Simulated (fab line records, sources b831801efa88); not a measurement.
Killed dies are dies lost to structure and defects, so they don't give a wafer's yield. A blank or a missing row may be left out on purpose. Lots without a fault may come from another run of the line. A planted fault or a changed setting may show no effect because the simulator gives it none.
A struck lot beside a sound one | flow sky130 | 24 steps out of a route of 708
Sound: wafers L281.1, L281.5, L281.6. Struck: wafers L285.3, L285.4, L285.6. The cause comes at the end.
At each step with rows: each side's tool, then ch and its chambers, then its first start. Under that, the readings that differ: sound wafers | struck wafers | difference of the means | sigmas: that difference in standard deviations of wafers without a fault.
alike: readings whose means differ by less than 2 such deviations, and words and numbers that are the same on both sides. not compared: withheld readings, readings that some wafer has no value for, bounds like >300 that may hide the same value, and numbers for which the record gives no deviation and whose values overlap.
The two part at a step that has a row with sigmas, a row that says differs or no value, or rows on one side only. Numbers that don't overlap but have no deviation are shown without sigmas and don't part them. A reading that every wafer of one side lacks parts them only if that side has two wafers or more.

first, 1 step without rows for these wafers: SKY_LI_CONTACT_SPUTTER_19 (material Ti, target thk 20 nm, time 106.37 s).
SKY_LI_CONTACT_SPUTTER_20: material TiN, target thk 20 nm, time 80 s.
  sound on pvd_sputter-03, day 32 09:05; struck on pvd_sputter-03, day 33 09:35
  alike: throttle_valve_pct
SKY_LI_CONTACT_CVD_21: deposits W, target thk 400 nm, time 120.56 s.
  sound on cvd_w-02 ch 0,1, day 32 09:09; struck on cvd_w-01 ch 0,1, day 33 09:41
  alike: heater_power_w
SKY_LI_CONTACT_RS_MEAS_22: measures by four-point-probe.
  sound on film_metro-03, day 32 09:17; struck on film_metro-02, day 33 09:49
  alike: LI_CONTACT_W_RS
SKY_LI_CONTACT_THK_MEAS_23: measures by xrf.
  sound on film_metro-03, day 32 09:24; struck on film_metro-02, day 33 09:55
  alike: LI_CONTACT_W_THK
SKY_LI_CONTACT_CMP_24: polishes, stops on PSG, t overpolish 20 s, target thk 0 nm.
  sound on cmp-02 ch 0,3, day 32 10:50; struck on cmp-01 ch 1,3, day 33 10:01
  alike: head_pressure_psi, motor_current_A, overpolish_run_s, time_to_endpoint_s
SKY_LOCAL_INTERCONNECT_SPUTTER_00: material TiN, target thk 100 nm, time 83.3 s.
  sound on pvd_sputter-02, day 32 11:05; struck on pvd_sputter-04, day 33 10:16
  alike: throttle_valve_pct
SKY_LOCAL_INTERCONNECT_RS_MEAS_01: measures by four-point-probe.
  sound on film_metro-03, day 32 11:09; struck on film_metro-03, day 33 10:22
  alike: LOCAL_INTERCONNECT_TIN_RS
SKY_LOCAL_INTERCONNECT_THK_MEAS_02: measures by xrf.
  sound on film_metro-03, day 32 11:16; struck on film_metro-03, day 33 10:28
  alike: LOCAL_INTERCONNECT_TIN_THK
then, 3 steps without rows for these wafers: SKY_LOCAL_INTERCONNECT_DEHYDRATE_03 (time 60 s); SKY_LOCAL_INTERCONNECT_HMDS_04 (prime time 60 s); SKY_LOCAL_INTERCONNECT_COAT_05 (resist thk 60 nm).
SKY_LOCAL_INTERCONNECT_COAT_06: resist thk 450 nm.
  sound on litho_track-01 ch 0, day 33 00:00; struck on litho_track-04 ch 0, day 33 23:00
  reading                                                   | sound             | struck          | difference | sigmas
  model.KrF-thick_of_LOCAL_INTERCONNECT_COAT_06.thk_nm (nm) | 448.8 448.7 449.6 | 400.4 401 401.4 | -48.1      |
  alike: chill_plate_temp_C
then, 4 steps without rows for these wafers: SKY_LOCAL_INTERCONNECT_SOFTBAKE_07 (time 90 s); SKY_LOCAL_INTERCONNECT_EXPOSE_08 (exposes mask LI1M, target cd 170 nm); SKY_LOCAL_INTERCONNECT_PEB_09; SKY_LOCAL_INTERCONNECT_DEVELOP_10 (develop time 60 s).
SKY_LOCAL_INTERCONNECT_CD_MEAS_11: target cd 170 nm.
  sound on cd_sem-02, day 33 13:25; struck on cd_sem-01, day 34 13:09
  reading    | sound             | struck            | difference | sigmas
  cd_nm (nm) | 169.3 169.3 169.0 | 165.7 165.1 165.8 | -3.7       | -2
SKY_LOCAL_INTERCONNECT_OVL_MEAS_12:
  sound on overlay-02, day 33 13:32; struck on overlay-02, day 34 13:14
  alike: LOCAL_INTERCONNECT_OVL
SKY_LOCAL_INTERCONNECT_ETCH_13: etches BARC in N2/H2, stops on SiO2, time 45.9 s, target depth 60 nm.
  sound on rie_metal-04 ch 0,1, day 33 13:35; struck on rie_metal-04 ch 0,1, day 34 13:17
  alike: drypump_motor_current_A, n2_flow_sccm, oes_product_au, throttle_valve_pct
  not compared: rf_hours_counter_h
SKY_LOCAL_INTERCONNECT_METAL_ETCH_14: etches TiN in Cl2/BCl3, stops on PSG, target depth 110 nm, time 31.4 s.
  sound on rie_metal-04 ch 0,1, day 33 13:38; struck on rie_metal-04 ch 0,1, day 34 13:20
  reading                                                   | sound           | struck            | difference | sigmas
  model.KrF-thick_of_LOCAL_INTERCONNECT_COAT_06.thk_nm (nm) | 346.9 346.6 347 | 297.9 298.1 298.8 | -48.6      |
  alike: drypump_motor_current_A, oes_product_au, throttle_valve_pct
  not compared: rf_hours_counter_h
SKY_LOCAL_INTERCONNECT_STRIP_15: strips in O2/N2.
  sound on plasma_asher-04 ch 0,1, day 33 13:41; struck on plasma_asher-01 ch 0,1, day 34 13:25
  reading                      | sound             | struck            | difference | sigmas
  oes_product_au (a.u.)        | 0.423 0.419 0.418 | 0.403 0.408 0.410 | -0.013     | -3
  strip_time_to_endpoint_s (s) | 4.712 4.698 4.700 | 4.224 4.182 4.191 | -0.504     | -21
  alike: drypump_motor_current_A, n2_flow_sccm
  not compared: rf_hours_counter_h
then, 1 step without rows for these wafers: SKY_LOCAL_INTERCONNECT_STRIP_16 (strips in post etch residue remover, time 1200 s).
-- the record jumps here: 14 days lie between the struck wafers' starts before and after (it left off in module LOCAL_INTERCONNECT and takes up again in module PAD_OPEN, whose first step shown is number 708 of the route) --
SKY_PAD_OPEN_PROBE_99:
  the record has rows for the struck wafers here (prober-02, day 48 19:10) and none for the sound ones

WHERE THEY PART
First at SKY_LOCAL_INTERCONNECT_CD_MEAS_11; last, within this record, at SKY_PAD_OPEN_PROBE_99.

WHY: what the simulator had put in
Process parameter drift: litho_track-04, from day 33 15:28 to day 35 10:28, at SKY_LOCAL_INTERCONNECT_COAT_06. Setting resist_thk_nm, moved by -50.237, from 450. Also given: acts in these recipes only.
